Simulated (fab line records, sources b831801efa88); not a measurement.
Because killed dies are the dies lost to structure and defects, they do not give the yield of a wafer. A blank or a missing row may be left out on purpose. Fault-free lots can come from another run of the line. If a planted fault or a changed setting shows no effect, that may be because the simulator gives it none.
fab line records	flow sky130
[record] lots = 7	wafers = 21	last-day = 48
route steps=708 shown NWELL@59 PAD_OPEN@708
lots that met no fault: from a run of the same line without faults
start-h: start of the lot's first displayed wafer, in hours after the record's first day	wait-h: how many hours have passed since the lot's step before this one	" identical to the entry in the row above	L1.1+2: a single row standing in for several wafers	- no value, or no start was given	* or withheld: withheld	< > ~ a bound
route shown NAME@n: NAME is a module with steps in the file, n the number in the route of the first one	usual: mean and standard deviation over wafers with no fault	same: alike in all rows	chamber/n: place in a boat	sites: each site's reading	_std_site: standard deviation of those values	_edge_site: inner sites' mean taken away from outer sites' mean	radius-mm: for every site, how far away it sits from the centre of the wafer	mask NAME#n: copy n	behind: the last tool/chamber to shape the wafer	hold: the reason the lot was held/the length of the hold in hours/how it ended	device: the transistor (n, p or np) that didn't switch	end of line: the route-end tests of the same wafers	a step with no rows: only its recipe	killed: the dies lost at the first sort to structure and to defects; this is not the yield of the wafer	map: a wafer's dies, x killed, . not, _ none there
set.NAME: setting as actually run; set.NAME@STEP: the setting as run at that earlier step	model.NAME: the simulator's own value behind a step, which no gauge read
lots seen at some steps along the route; tables by step, rows by wafer
[[steps]]
[step SKY_NWELL_SOFTBAKE_06]
[recipe] temp-c = 110	time-s = withheld
[step SKY_NWELL_EXPOSE_07]
[recipe] mask-id = NWM	na = 0.6	source-shape = conventional	sigma-outer = 0.6	polarization = unpolarized	target-cd-nm = 840	dose-mj = 255
[step SKY_NWELL_PEB_08]
[recipe] temp-c = 115	time-s = withheld
[step SKY_NWELL_DEVELOP_09]
[recipe] wall-angle-deg = 90	developer = TMAH	develop-time-s = 60	dev-temp-c = 23
[step SKY_NWELL_OVL_MEAS_10]
[usual] NWELL_00_OVL = -0.1/1.5
lot.wafer	tool	chamber	start-h	wait-h	NWELL_00_OVL[nm]
L887.1	overlay-02	-	123.95	-	-0.6
L887.2	"	-	"	"	3.2
L887.6	"	-	"	"	-0.5
L888.2	overlay-02	-	124.31	-	-0.7
L888.3	"	-	"	"	1.0
L888.4	"	-	"	"	1.8
L892.3	overlay-02	-	140.14	-	-0.2
L892.4	"	-	"	"	-0.2
L892.6	"	-	"	"	0.5
L894.1	overlay-02	-	157.68	-	-1.3
L894.2	"	-	"	"	-2.2
L894.6	"	-	"	"	-1.4
L895.2	overlay-01	-	161.29	-	0.3
L895.3	"	-	"	"	-1.4
L895.5	"	-	"	"	-0.9
L896.4	overlay-02	-	166.70	-	0.6
L896.5	"	-	"	"	-1.9
L896.6	"	-	"	"	-0.3
L897.1	overlay-02	-	171.54	-	-3.6
L897.3	"	-	"	"	-4.6
L897.4	"	-	"	"	-2.8
[step SKY_NWELL_IMPLANT_11]
[recipe] species = P	energy-kev = 400	dose-cm2 = 1.9e+13	tilt-deg = withheld
[step SKY_NWELL_IMPLANT_12]
[recipe] species = P	energy-kev = 120	dose-cm2 = 1.3e+12	tilt-deg = withheld
[step SKY_NWELL_IMPLANT_13]
[recipe] species = P	energy-kev = 50	dose-cm2 = 7e+11	tilt-deg = withheld
[step SKY_NWELL_STRIP_14]
[recipe] chemistry = O2/N2	power-w = 1400	pressure-mtorr = 1500	platen-temp-c = withheld	o2-flow-sccm = 3000	n2-flow-sccm = 300	overash-fraction = 0.5
[usual] drypump-motor-current-A = 5.7/0.49	oes-product-au = 0.722/0.0046	strip-time-to-endpoint-s = 36.97/0.081
lot.wafer	tool	chamber	start-h	wait-h	drypump-motor-current-A	oes-product-au	rf-hours-counter-h	strip-time-to-endpoint-s
L887.1	plasma-asher-04	0	124.44	0.1	5.3	0.718	45	36.84
L887.2	"	1	"	"	5.6	0.723	45	37.04
L887.6	"	0	"	"	5.4	0.728	-	36.86
L888.2	plasma-asher-02	0	124.79	0.1	4.9	0.728	42	36.98
L888.3	"	1	"	"	5.7	0.721	-	36.96
L888.4	"	0	"	"	4.8	0.719	-	37.01
L892.3	plasma-asher-01	1	140.65	0.1	6.3	0.727	-	36.94
L892.4	"	0	"	"	6.2	0.721	-	36.93
L892.6	"	1	"	"	6.4	0.724	-	36.90
L894.1	plasma-asher-01	1	158.16	0.1	6.4	0.724	36	36.97
L894.2	"	0	"	"	6.1	0.714	36	37.00
L894.6	"	0	"	"	6.1	0.724	-	36.95
L895.2	plasma-asher-01	1	161.77	0.1	6.4	0.724	36	37.05
L895.3	"	1	"	"	6.3	0.728	-	37.08
L895.5	"	0	"	"	6.2	0.725	-	36.99
L896.4	plasma-asher-02	0	167.20	0.1	4.9	0.712	-	36.84
L896.5	"	0	"	"	4.8	0.728	-	36.88
L896.6	"	1	"	"	5.7	0.720	-	37.00
L897.1	plasma-asher-01	1	172.02	0.1	6.3	0.727	38	37.10
L897.3	"	0	"	"	6.2	0.730	-	37.10
L897.4	"	1	"	"	6.3	0.728	-	37.10
[step SKY_NWELL_TW_MEAS_15]
[usual] NWELL_TW = 1816/12
lot.wafer	tool	chamber	start-h	wait-h	NWELL_TW
L887.1	film-metro-02	-	124.54	0.1	1802
L887.2	"	-	"	"	1811
L887.6	"	-	"	"	1802
L888.2	film-metro-04	-	124.90	0.1	1813
L888.3	"	-	"	"	1815
L888.4	"	-	"	"	1813
L892.3	film-metro-03	-	140.73	0.1	1813
L892.4	"	-	"	"	1810
L892.6	"	-	"	"	1822
L894.1	film-metro-03	-	158.26	0.1	1812
L894.2	"	-	"	"	1825
L894.6	"	-	"	"	1815
L895.2	film-metro-04	-	161.88	0.1	1813
L895.3	"	-	"	"	1817
L895.5	"	-	"	"	1823
L896.4	film-metro-02	-	167.29	0.1	1812
L896.5	"	-	"	"	1800
L896.6	"	-	"	"	1801
L897.1	film-metro-04	-	172.12	0.1	1820
L897.3	"	-	"	"	1814
L897.4	"	-	"	"	1828
[step SKY_NWELL_DEHYDRATE_16]
[recipe] temp-c = 200	time-s = 60
[step SKY_NWELL_HMDS_17]
[recipe] prime-time-s = 60	prime-temp-c = 120
[step SKY_NWELL_COAT_18]
[recipe] spin-rpm = 2000	resist-thk-nm = 3000
lot.wafer	tool	chamber	start-h	wait-h	model.coat_of_NWELL_COAT_18.thk-nm
L887.1+6	litho-track-01	0	133.49	0.1	3002
L887.2	"	0	"	"	3000
L888.2	litho-track-04	0	133.97	0.1	3006
L888.3	"	0	"	"	3003
L888.4	"	0	"	"	3007
L892.3	litho-track-04	0	150.00	0.1	3000
L892.4	"	0	"	"	3003
L892.6	"	0	"	"	3007
L894.1	litho-track-01	0	167.19	0.1	2558
L894.2	"	0	"	"	2554
L894.6	"	0	"	"	2540
L895.2	litho-track-04	0	171.47	0.1	2994
L895.3	"	0	"	"	2998
L895.5	"	0	"	"	2990
L896.4	litho-track-01	0	177.76	0.1	2549
L896.5	"	0	"	"	2544
L896.6	"	0	"	"	2550
L897.1	litho-track-01	0	183.14	0.1	2548
L897.3	"	0	"	"	2538
L897.4	"	0	"	"	2543
[step SKY_NWELL_SOFTBAKE_19]
[recipe] temp-c = 110	time-s = withheld
[step SKY_NWELL_EXPOSE_20]
[recipe] mask-id = NWM_COMPLEMENT	na = 0.6	source-shape = conventional	sigma-outer = 0.6	polarization = unpolarized	target-cd-nm = 840	dose-mj = 260
[step SKY_NWELL_PEB_21]
[recipe] temp-c = 115	time-s = withheld
[step SKY_NWELL_DEVELOP_22]
[recipe] wall-angle-deg = 90	developer = TMAH	develop-time-s = 60	dev-temp-c = 23
lot.wafer	tool	chamber	start-h	wait-h	model.coat_of_NWELL_COAT_18.thk-nm
L887.1+6	litho-track-04	0	-	-	2998
L887.2	"	0	"	"	2996
L888.2	litho-track-03	0	-	-	3001
L888.3	"	0	"	"	2998
L888.4	"	0	"	"	3003
L892.3	litho-track-01	0	-	-	2996
L892.4	"	0	"	"	2999
L892.6	"	0	"	"	3003
L894.1	litho-track-03	0	-	-	2553
L894.2	"	0	"	"	2550
L894.6	"	0	"	"	2536
L895.2	litho-track-04	0	-	-	2990
L895.3	"	0	"	"	2994
L895.5	"	0	"	"	2986
L896.4	litho-track-04	0	-	-	2545
L896.5	"	0	"	"	2540
L896.6	"	0	"	"	2546
L897.1	litho-track-03	0	-	-	2543
L897.3	"	0	"	"	2533
L897.4	"	0	"	"	2539
[step SKY_NWELL_OVL_MEAS_23]
[usual] NWELL_01_OVL = -1.2/1.2
lot.wafer	tool	chamber	start-h	wait-h	NWELL_01_OVL[nm]
L887.1	overlay-02	-	143.75	-	-2.3
L887.2	"	-	"	"	-0.5
L887.6	"	-	"	"	-2.9
L888.2	overlay-01	-	143.88	-	-1.9
L888.3	"	-	"	"	-1.5
L888.4	"	-	"	"	-2.4
L892.3	overlay-01	-	160.95	-	-3.4
L892.4	"	-	"	"	-1.2
L892.6	"	-	"	"	-3.2
L894.1	overlay-02	-	178.03	-	-1.2
L894.2	"	-	"	"	-0.9
L894.6	"	-	"	"	-1.5
L895.2	overlay-02	-	183.06	-	-2.6
L895.3	"	-	"	"	-1.7
L895.5	"	-	"	"	-2.1
L896.4	overlay-02	-	187.87	-	-2.8
L896.5	"	-	"	"	-1.7
L896.6	"	-	"	"	-3.1
L897.1	overlay-01	-	193.73	-	1.0
L897.3	"	-	"	"	-0.1
L897.4	"	-	"	"	0.6
[step SKY_NWELL_IMPLANT_24]
[recipe] species = B	energy-kev = 140	dose-cm2 = 9.2e+12	tilt-deg = withheld
[step SKY_NWELL_STRIP_25]
[recipe] chemistry = O2/N2	power-w = 1400	pressure-mtorr = 1500	platen-temp-c = withheld	o2-flow-sccm = 3000	n2-flow-sccm = 300	overash-fraction = 0.5
[usual] drypump-motor-current-A = 5.6/0.44	oes-product-au = 0.722/0.0044	strip-time-to-endpoint-s = 36.95/0.089
lot.wafer	tool	chamber	start-h	wait-h	drypump-motor-current-A	oes-product-au	rf-hours-counter-h	strip-time-to-endpoint-s
L887.1	plasma-asher-02	0	143.94	0.1	4.8	0.724	44	36.94
L887.2	"	1	"	"	5.7	0.719	44	36.92
L887.6	"	1	"	"	5.7	0.726	-	36.94
L888.2	plasma-asher-04	1	144.06	0.1	5.6	0.715	47	36.98
L888.3	"	0	"	"	5.4	0.726	-	36.94
L888.4	"	1	"	"	5.6	0.719	-	37.01
L892.3	plasma-asher-02	0	161.16	0.1	4.8	0.725	-	36.90
L892.4	"	1	"	"	5.7	0.720	-	36.94
L892.6	"	1	"	"	5.7	0.720	-	37.00
L894.1	plasma-asher-04	1	178.21	0.1	5.6	0.724	51	31.80
L894.2	"	0	"	"	5.4	0.726	51	31.81
L894.6	"	0	"	"	5.4	0.723	-	31.64
L895.2	plasma-asher-02	0	183.24	0.1	4.8	0.720	48	36.84
L895.3	"	0	"	"	4.8	0.717	-	36.89
L895.5	"	0	"	"	4.8	0.715	-	36.79
L896.4	plasma-asher-04	1	188.07	0.1	5.6	0.720	-	31.74
L896.5	"	1	"	"	5.6	0.723	-	31.70
L896.6	"	0	"	"	5.4	0.726	-	31.76
L897.1	plasma-asher-01	1	193.91	0.1	6.3	0.718	40	31.74
L897.3	"	1	"	"	6.3	0.714	-	31.62
L897.4	"	0	"	"	6.2	0.716	-	31.70
[step SKY_NWELL_TW_MEAS_26]
[usual] NWELL_2_TW = 494.1/2.7
lot.wafer	tool	chamber	start-h	wait-h	NWELL_2_TW
L887.1	film-metro-03	-	144.04	0.1	495.9
L887.2	"	-	"	"	498.8
L887.6	"	-	"	"	495.6
L888.2	film-metro-04	-	144.17	0.1	497.9
L888.3	"	-	"	"	495.9
L888.4	"	-	"	"	494.0
L892.3	film-metro-04	-	161.24	0.1	493.6
L892.4	"	-	"	"	496.7
L892.6	"	-	"	"	494.6
L894.1	film-metro-03	-	178.31	0.1	491.9
L894.2	"	-	"	"	491.4
L894.6	"	-	"	"	491.9
L895.2	film-metro-04	-	183.34	0.1	494.3
L895.3	"	-	"	"	494.2
L895.5	"	-	"	"	497.0
L896.4	film-metro-03	-	188.16	0.1	494.9
L896.5	"	-	"	"	494.0
L896.6	"	-	"	"	489.7
L897.1	film-metro-02	-	194.01	0.1	494.4
L897.3	"	-	"	"	491.9
L897.4	"	-	"	"	492.7
[step SKY_PAD_OPEN_PROBE_99]
[usual] killed_at_M0_to_M3 = 42/7.4	killed_at_M4_up = 3.3/2.1	killed-at-contacts = 24/5.3	killed-at-front-end = 15/4.5	killed-at-other = 0.3/0.57	killed-dies = 84/10	killed-open = 46/7.5	killed-short = 38/6.4
[same] gross-dies = 492	killed-at-back-side = 0
lot.wafer	tool	chamber	start-h	wait-h	killed_at_M0_to_M3	killed_at_M4_up	killed-at-contacts	killed-at-front-end	killed-at-other	killed-dies	killed-open	killed-short	model.etest.res-iso-pwell.width-nm	model.etest.res-nwell.width-nm
L888.2	prober-02	-	1115.08	0.1	45	1	29	5	0	80	50	29	2652	836.5
L888.3	prober-02	-	1115.13	0.2	23	3	25	6	0	57	35	22	2647	839.4
L888.4	prober-02	-	1115.18	0.2	41	5	22	13	0	81	39	42	2660	833.4
L887.1	prober-01	-	1118.94	0.1	41	6	20	6	2	75	41	34	2663	833.1
L887.2	prober-01	-	1118.99	0.1	51	5	26	20	0	102	51	51	2666	833.6
L887.6	prober-01	-	1119.19	0.2	44	8	21	12	1	86	41	45	2675	837.5
L892.3	prober-02	-	1131.57	0.2	42	4	30	17	0	93	51	42	2675	830.7
L892.4	prober-02	-	1131.62	0.2	35	3	23	19	0	80	51	29	2665	832.2
L892.6	prober-02	-	1131.72	0.2	36	4	22	22	0	84	42	42	2661	831.2
L894.1	prober-02	-	1147.41	0.1	50	0	20	8	0	78	44	34	2687	821.6
L894.2	prober-02	-	1147.46	0.1	48	3	14	6	1	72	27	45	2686	814.6
L894.6	prober-02	-	1147.66	0.2	44	4	21	21	0	90	42	48	2682	822.4
L895.2	prober-02	-	1153.21	0.1	41	3	23	15	0	82	52	30	2648	829.2
L895.3	prober-02	-	1153.26	0.2	34	5	22	20	0	81	40	41	2667	820.6
L895.5	prober-02	-	1153.36	0.2	41	3	16	19	0	79	44	35	2670	828.1
L896.4	prober-01	-	1155.21	0.2	38	5	27	13	0	83	40	43	2671	827.8
L896.5	prober-01	-	1155.26	0.2	50	2	24	8	1	85	51	33	2664	833.8
L896.6	prober-01	-	1155.31	0.2	38	2	25	18	0	83	42	41	2676	831.3
L897.1	prober-02	-	1160.41	0.1	42	1	22	8	1	74	41	33	2679	817.1
L897.3	prober-02	-	1160.51	0.2	33	1	19	17	0	70	41	29	2686	818.9
L897.4	prober-02	-	1160.56	0.2	46	6	27	10	0	89	51	38	2700	817.2
// killed by level:class
L888.2 VIA1:geometric-particle:open=12 VIA2:geometric-particle:open=12 CONTACT:geometric-particle:open=11 METAL2:geometric-particle:short=7 VIA3:geometric-particle:open=6 CONTACT:geometric-particle:short=5 LI_CONTACT:geometric-particle:open=4 LOCAL_INTERCONNECT:geometric-particle:short=4
L888.3 LI_CONTACT:geometric-particle:open=12 CONTACT:geometric-particle:open=10 METAL2:geometric-particle:short=4 POLY_GATE:geometric-particle:open=3 METAL1:geometric-particle:short=3 VIA1:geometric-particle:open=3 METAL3:geometric-particle:short=3 VIA3:geometric-particle:open=3
L888.4 VIA2:geometric-particle:open=11 VIA1:geometric-particle:open=10 CONTACT:geometric-particle:short=9 METAL1:geometric-particle:short=5 METAL4:geometric-particle:short=5 LI_CONTACT:geometric-particle:open=4 CONTACT:geometric-particle:open=4 VIA2:geometric-particle:short=4
L887.1 LI_CONTACT:geometric-particle:open=8 VIA2:geometric-particle:open=8 VIA1:geometric-particle:open=8 CONTACT:geometric-particle:open=6 VIA2:geometric-particle:short=6 LOCAL_INTERCONNECT:geometric-particle:short=4 VIA3:geometric-particle:short=3 METAL1:geometric-particle:short=3
L887.2 CONTACT:geometric-particle:open=11 VIA1:geometric-particle:open=10 METAL1:geometric-particle:short=9 VIA2:geometric-particle:open=8 VIA3:geometric-particle:open=7 FIELD_ISO:geometric-particle:short=6 LI_CONTACT:geometric-particle:short=6 VIA1:geometric-particle:short=6
L887.6 CONTACT:geometric-particle:open=9 METAL1:geometric-particle:short=8 VIA1:geometric-particle:open=8 VIA3:geometric-particle:open=7 VIA1:geometric-particle:short=7 METAL4:geometric-particle:short=6 LI_CONTACT:geometric-particle:open=5 FIELD_ISO:geometric-particle:short=4
L892.3 VIA1:geometric-particle:open=12 CONTACT:geometric-particle:open=10 LI_CONTACT:geometric-particle:open=10 FIELD_ISO:geometric-particle:short=8 LOCAL_INTERCONNECT:geometric-particle:short=5 VIA3:geometric-particle:short=5 METAL2:geometric-particle:short=5 VIA3:geometric-particle:open=5
L892.4 VIA3:geometric-particle:open=10 CONTACT:geometric-particle:open=8 VIA1:geometric-particle:open=7 FIELD_ISO:geometric-particle:open=6 LI_CONTACT:geometric-particle:open=5 CONTACT:geometric-particle:short=5 VIA2:geometric-particle:open=5 FIELD_ISO:geometric-particle:short=4
L892.6 VIA1:geometric-particle:open=15 FIELD_ISO:geometric-particle:open=7 LI_CONTACT:geometric-particle:open=7 FIELD_ISO:geometric-particle:short=6 CONTACT:geometric-particle:open=5 POLY_GATE:geometric-particle:short=4 LOCAL_INTERCONNECT:geometric-particle:short=4 CONTACT:geometric-particle:short=4
L894.1 VIA1:geometric-particle:open=13 VIA2:geometric-particle:open=9 CONTACT:geometric-particle:open=8 METAL1:geometric-particle:short=7 METAL2:geometric-particle:short=6 POLY_GATE:geometric-particle:short=5 LI_CONTACT:geometric-particle:open=4 VIA3:geometric-particle:open=4
L894.2 VIA1:geometric-particle:open=11 VIA2:geometric-particle:open=7 METAL1:geometric-particle:short=7 CONTACT:geometric-particle:short=6 VIA2:geometric-particle:short=5 VIA1:geometric-particle:short=4 METAL3:geometric-particle:short=4 VIA3:geometric-particle:short=4
L894.6 VIA1:geometric-particle:open=9 LI_CONTACT:geometric-particle:open=7 METAL1:geometric-particle:short=7 FIELD_ISO:geometric-particle:short=6 METAL2:geometric-particle:short=6 VIA1:geometric-particle:short=5 POLY_GATE:geometric-particle:short=5 CONTACT:geometric-particle:open=5
L895.2 CONTACT:geometric-particle:open=14 VIA1:geometric-particle:open=9 POLY_GATE:geometric-particle:open=7 METAL1:geometric-particle:short=7 METAL2:geometric-particle:short=6 VIA2:geometric-particle:open=5 VIA3:geometric-particle:open=4 FIELD_ISO:geometric-particle:short=3
L895.3 VIA3:geometric-particle:open=8 LI_CONTACT:geometric-particle:open=7 FIELD_ISO:geometric-particle:short=6 POLY_GATE:geometric-particle:short=5 CONTACT:geometric-particle:open=5 VIA1:geometric-particle:open=5 LOCAL_INTERCONNECT:geometric-particle:short=4 VIA1:geometric-particle:short=4
L895.5 VIA1:geometric-particle:open=11 VIA3:geometric-particle:open=9 VIA1:geometric-particle:short=6 POLY_GATE:geometric-particle:short=5 CONTACT:geometric-particle:open=5 FIELD_ISO:geometric-particle:open=4 POLY_GATE:geometric-particle:open=4 CONTACT:geometric-particle:short=4
L896.4 CONTACT:geometric-particle:open=11 VIA1:geometric-particle:short=6 CONTACT:geometric-particle:short=5 VIA3:geometric-particle:open=5 VIA1:geometric-particle:open=5 LI_CONTACT:geometric-particle:short=4 METAL1:geometric-particle:short=4 METAL2:geometric-particle:short=4
L896.5 VIA1:geometric-particle:open=11 CONTACT:geometric-particle:open=9 LI_CONTACT:geometric-particle:open=8 METAL2:geometric-particle:short=8 VIA3:geometric-particle:open=6 VIA2:geometric-particle:short=6 VIA2:geometric-particle:open=6 POLY_GATE:geometric-particle:short=3
L896.6 VIA1:geometric-particle:open=10 CONTACT:geometric-particle:open=9 METAL2:geometric-particle:short=7 CONTACT:geometric-particle:short=6 LI_CONTACT:geometric-particle:open=5 POLY_GATE:geometric-particle:short=5 POLY_GATE:geometric-particle:open=4 VIA2:geometric-particle:short=4
L897.1 VIA1:geometric-particle:open=11 CONTACT:geometric-particle:open=9 VIA1:geometric-particle:short=6 VIA3:geometric-particle:open=5 METAL1:geometric-particle:short=4 VIA2:geometric-particle:open=4 CONTACT:geometric-particle:short=3 LI_CONTACT:geometric-particle:open=3
L897.3 LI_CONTACT:geometric-particle:open=9 VIA1:geometric-particle:open=8 VIA1:geometric-particle:short=5 VIA3:geometric-particle:open=5 FIELD_ISO:geometric-particle:open=4 CONTACT:geometric-particle:open=4 METAL1:geometric-particle:short=4 FIELD_ISO:geometric-particle:short=3
L897.4 VIA1:geometric-particle:open=15 CONTACT:geometric-particle:open=10 LI_CONTACT:geometric-particle:open=8 METAL2:geometric-particle:short=7 VIA2:geometric-particle:open=6 METAL4:geometric-particle:short=5 CONTACT:geometric-particle:short=4 METAL1:geometric-particle:short=4
[[key]]
[first-sign] step = SKY_NWELL_STRIP_25	reading = strip-time-to-endpoint-s	direction = down	sigmas = 59	usual = *	struck = *
effect none on later readings
[model-effect] step = SKY_NWELL_COAT_18	value = coat_of_NWELL_COAT_18.thk-nm	without = 3005	struck = 2547
[model-effect] step = SKY_NWELL_DEVELOP_22	value = coat_of_NWELL_COAT_18.thk-nm	without = 3001	struck = 2543
[model-effect] step = SKY_PAD_OPEN_PROBE_99	value = etest.res-iso-pwell.width-nm	without = 2646	struck = 2681
met-at SKY_NWELL_COAT_18
struck-wafers L894.1,L894.2,L894.6,L896.4,L896.5,L896.6,L897.1,L897.3,L897.4
tester-left-out L894,L896,L897
onset-between 133.49 167.19
[fault] kind = process-parameter-drift	tool = litho-track-01	chamber = -	onset-h = 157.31	steps = SKY_NWELL_COAT_18	channel = resist-thk-nm	offset = -457.07	shape = step	end-h = 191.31	acts-in = these-recipes-only	stated = 3000
// tester-left-out: of these lots the tester's yield and bins aren't shown, on N5 and GAA mostly nor the transistor test; their killed dies are dies lost to structure and defects alone, not to doping, threshold or leakage, so they don't give the yield
